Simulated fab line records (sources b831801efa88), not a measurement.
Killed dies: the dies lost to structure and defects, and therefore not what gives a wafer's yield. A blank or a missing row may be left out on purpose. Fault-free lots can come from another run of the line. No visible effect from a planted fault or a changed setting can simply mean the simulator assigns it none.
One fault seen from 2 desks | flow sky130 | numbers are kept per desk, each desk with only its own; the story behind them comes last

TOOL OWNER'S DESK, implanter-02
The tool's own readings at SKY_PWDE_IMPLANT_08, given as means over the sampled wafers that have a number, one for each lot that went through this tool. The brackets show how far a lot's mean lies from the usual mean; more than 4 standard deviations puts the lot out of limits, marked OUT.
Columns: A = beam energy keV at SKY_PWDE_IMPLANT_08, usual 150.01; B = dose ions cm2 at SKY_PWDE_IMPLANT_08, usual 3.601e+12; C = faraday current uA at SKY_PWDE_IMPLANT_08, usual 20.4
lot  | first seen here | A                        | B         | C
L668 | day 5 13:29     | 149.99                   | 3.605e+12 | 20.6
L670 | day 5 23:40     | 149.97                   | 3.594e+12 | 20.4
L673 | day 6 16:37     | 150.03                   | 3.602e+12 | 20.7
L674 | day 6 21:47     | 150.02                   | 3.598e+12 | 20.1
L675 | day 7 01:58     | 174.93 (+99 or more) OUT | 3.600e+12 | 20.3
L677 | day 7 13:26     | 174.96 (+99 or more) OUT | 3.600e+12 | 20.2
This desk finds L675, L677 out of limits, L675 being first, at day 7 01:58 (beam energy keV at SKY_PWDE_IMPLANT_08). Within limits: L668, L670, L673, L674.

AT THE METROLOGY DESK
Means of the sampled wafers that have a number, per lot and without regard to the tool the lot ran on: this is what the gauges read. The brackets show how far a lot's mean lies from the usual mean; more than 4 standard deviations puts the lot out of limits, marked OUT.
Columns: A = NWELL_01_OVL at SKY_NWELL_OVL_MEAS_23, usual 0.8 nm; B = PWDE_RS at SKY_NWELL_RS_MEAS_31, usual 5278 ohm/sq
lot  | first seen here | A    | B
L665 | day 6 10:39     | 2.7  | 5274
L666 | day 6 12:38     | 0.8  | 5293
L668 | day 7 03:31     | 0.0  | 5306
L670 | day 7 14:44     | 1.4  | 5309
L672 | day 7 23:17     | 1.4  | 5277
L673 | day 8 07:22     | -0.7 | 5286
L674 | day 8 11:36     | 2.1  | 5265
L675 | day 8 16:40     | 1.8  | 5224
L677 | day 9 05:14     | -0.7 | 5228
L678 | day 9 13:30     | 0.7  | 5281
L679 | day 9 19:59     | -1.4 | 5271
L683 | day 10 20:46    | -1.2 | 5279
Finding of this desk: none of the 12 lots has anything out of limits.

BROUGHT TOGETHER
The tool owner's desk could have raised an alarm at day 7 01:58, on L675, L677.
Metrology desk: nothing out of limits seen.
The metrology desk has L675, L677 on record, within its limits.
The lots listed all ran SKY_PWDE_IMPLANT_08 on implanter-02.

WHAT WAS PUT IN BY THE SIMULATOR
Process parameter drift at SKY_PWDE_IMPLANT_08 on implanter-02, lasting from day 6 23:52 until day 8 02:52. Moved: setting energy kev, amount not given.
Lots struck among those shown: L675, L677.
How many hours passed from the start of the fault until each desk's first out-of-limits reading: the tool owner's desk, 2.
